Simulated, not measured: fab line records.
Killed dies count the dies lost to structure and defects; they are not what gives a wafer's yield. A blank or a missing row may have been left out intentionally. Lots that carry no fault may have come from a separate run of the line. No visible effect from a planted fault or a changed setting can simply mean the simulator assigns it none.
Chamber matching + flow gf180mcu + GF_V3_CMP_26 on cmp-02 has 4 sister chambers
The step polishes, stops on SiO2, t overpolish 15 s, target thk 0 nm. 20 wafers are shown with their chamber, then 10 later ones without.

## WAFERS, EACH WITH ITS CHAMBER
| wafer  | chamber | motor_current_A (A) | time_to_endpoint_s (s) | overpolish_run_s (s) |
|--------|---------|---------------------|------------------------|----------------------|
| L075.1 | 2       | 11.3                | 87                     | 15.024               |
| L075.2 | 0       | 9.9                 | 91                     | 15.007               |
| L075.3 | 3       | 10.1                | 83                     | 15.002               |
| L076.1 | 2       | 11.0                | 89                     | 15.001               |
| L076.2 | 3       | 10.1                | 81                     | 15.004               |
| L076.3 | 0       | 9.7                 | 83                     | 14.984               |
| L081.1 | 1       | 10.3                | 85                     | 15.003               |
| L081.2 | 0       | 9.9                 | 82                     | 15.000               |
| L081.4 | 2       | 11.0                | 87                     | 15.008               |
| L088.1 | 2       | 11.3                | 77                     | 15.005               |
| L088.4 | 3       | 9.6                 | 77                     | 15.005               |
| L088.5 | 0       | 9.4                 | 75                     | 15.017               |
| L089.1 | 3       | 10.7                | 81                     | 15.014               |
| L089.4 | 1       | 11.7                | 83                     | 14.986               |
| L089.5 | 3       | 10.2                | 81                     | 14.985               |
| L090.2 | 1       | 11.0                | 82                     | 15.003               |
| L090.4 | 0       | 9.7                 | 81                     | 14.997               |
| L090.6 | 1       | 10.2                | 80                     | 15.003               |
| L091.1 | 3       | 9.8                 | 78                     | 15.001               |
| L091.5 | 2       | 11.4                | 82                     | 15.006               |

SIGNATURES (averages over the wafers above)
| reading            | chamber 0 | chamber 1 | chamber 2 | chamber 3 | scatter within a chamber |
|--------------------|-----------|-----------|-----------|-----------|--------------------------|
| motor_current_A    | 9.720     | 10.800    | 11.200    | 10.083    | 0.393                    |
| time_to_endpoint_s | 82.40     | 82.50     | 84.40     | 80.17     | 4.06                     |
| overpolish_run_s   | 15.00100  | 14.99875  | 15.00880  | 15.00183  | 0.00993                  |
Rule: a wafer lies at a distance from a chamber equal to the root of the sum of squares, over the readings, of (its reading less the chamber's mean, divided by the reading's scatter). The wafer belongs to the nearest chamber; if the next one is less than 2 further off, it can't be placed. The scatter is the square root of a quotient: the sum, over the shown wafers, of each reading's squared deviation from its chamber's mean, divided by wafers minus chambers.

## WAFERS WHOSE CHAMBER IS MISSING
| wafer  | motor_current_A (A) | time_to_endpoint_s (s) | overpolish_run_s (s) |
|--------|---------------------|------------------------|----------------------|
| L091.6 | 11.2                | 81                     | 15.001               |
| L092.3 | 9.0                 | 78                     | 15.024               |
| L092.4 | 11.6                | 82                     | 14.991               |
| L092.5 | 9.4                 | 76                     | 15.019               |
| L095.1 | 11.0                | 87                     | 14.993               |
| L095.5 | 10.2                | 82                     | 14.994               |
| L095.6 | 11.2                | 85                     | 15.008               |
| L097.1 | 9.3                 | 81                     | 15.002               |
| L097.3 | 11.1                | 84                     | 14.994               |
| L097.5 | 11.7                | 89                     | 14.998               |

## CHAMBER TAKEN BY EACH
| wafer  | from the rows above          | in truth |
|--------|------------------------------|----------|
| L091.6 | can't be placed: 1 or 2 or 3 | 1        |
| L092.3 | can't be placed: 0 or 3      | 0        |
| L092.4 | can't be placed: 2 or 1 or 3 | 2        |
| L092.5 | can't be placed: 0 or 3 or 1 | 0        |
| L095.1 | can't be placed: 1 or 2 or 3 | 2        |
| L095.5 | can't be placed: 3 or 0 or 1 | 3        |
| L095.6 | can't be placed: 2 or 1      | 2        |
| L097.1 | can't be placed: 0 or 3      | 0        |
| L097.3 | can't be placed: 1 or 2 or 3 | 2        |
| L097.5 | can't be placed: 2 or 1      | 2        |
Correctly placed: 0 of 10. From these rows, 10 cannot be placed; in 10 the true chamber is one of the candidates. 0 placed wrongly.
